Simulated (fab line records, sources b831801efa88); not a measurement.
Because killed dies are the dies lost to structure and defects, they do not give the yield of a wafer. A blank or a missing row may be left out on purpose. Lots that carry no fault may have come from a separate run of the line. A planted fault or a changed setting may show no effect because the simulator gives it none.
Struck lot and sound lot, side by side / flow sky130 / 16 steps out of a route of 708
Sound: wafers L457.4, L457.5, L457.6. Struck: wafers L461.1, L461.2, L461.5. At the end, the cause is stated.
Each step with rows lists, per side, the tool, then ch with its chambers, then its first start. Under that, the readings that differ: sound wafers / struck wafers / difference of the means / sigmas: that difference in standard deviations of wafers without a fault.
alike: words and numbers the same on both sides, and readings whose means are apart by under 2 such deviations; not compared: readings that were withheld, readings missing a value for some wafer, numbers with overlapping values and no deviation given by the record, and bounds like >300 which may hide the same value.
The two part at a step that has a row with sigmas, a row that says differs or no value, or rows on one side only. Non-overlapping numbers with no deviation appear without sigmas and do not part them. A reading that every wafer of one side lacks parts them only if that side has two wafers or more.

first, 4 steps without rows for these wafers: SKY_LDD_N_IMPLANT_12; SKY_LDD_N_IMPLANT_13; SKY_LDD_N_IMPLANT_14; SKY_LDD_N_IMPLANT_15.
SKY_LDD_N_STRIP_16: strips in O2/N2.
  sound on plasma_asher-04 ch 0,1, day 18 19:57; struck on plasma_asher-01 ch 0,1, day 20 13:16
  alike: drypump_motor_current_A, o2_flow_sccm, oes_product_au, strip_time_to_endpoint_s
  not compared: rf_hours_counter_h
SKY_LDD_N_TW_MEAS_17:
  sound: film_metro-01 at day 18 20:02; struck: film_metro-04 at day 20 13:22
  alike: LDD_N_TW
then, 6 steps without rows for these wafers: SKY_LDD_P_DEHYDRATE_00 (time 60 s); SKY_LDD_P_HMDS_01 (prime time 60 s); SKY_LDD_P_COAT_02 (resist thk 1140 nm); SKY_LDD_P_SOFTBAKE_03 (time 57.27 s); SKY_LDD_P_EXPOSE_04 (exposes mask PSDM, target cd 380 nm); SKY_LDD_P_PEB_05.
SKY_LDD_P_DEVELOP_06: develop time 60 s.
  sound on litho_track-01 ch 0, day 20 02:54; struck on litho_track-01 ch 0, day 21 20:34
SKY_LDD_P_CD_MEAS_07: the cd target is 380 nm.
  sound: cd_sem-02 at day 20 03:02; struck: cd_sem-01 at day 21 21:01
reading=cd_nm (nm); sound=382.2 379.4 380.3; struck=374.7 371.3 374.5; difference=-7.1; sigmas=-3
  not compared: hold
SKY_LDD_P_OVL_MEAS_08:
  sound: overlay-02 at day 20 03:07; struck: overlay-01 at day 21 23:26
reading=hold; sound=- - -; struck=await_dispo/2.3h/release await_dispo/2.3h/release await_dispo/2.3h/release; difference=no value on the sound wafers; sigmas=
reading=LDD_P_OVL (nm); sound=-0.6 -1.7 -0.8; struck=1.7 1.8 3.2; difference=+3.3; sigmas=+3
SKY_PAD_OPEN_PROBE_99:
  the record has rows for the sound wafers here (prober-01, day 46 15:44) and none for the struck ones

WHERE THEY PART
Earliest at SKY_LDD_P_CD_MEAS_07; latest, in this record, at SKY_PAD_OPEN_PROBE_99.

WHY: what the simulator had put in
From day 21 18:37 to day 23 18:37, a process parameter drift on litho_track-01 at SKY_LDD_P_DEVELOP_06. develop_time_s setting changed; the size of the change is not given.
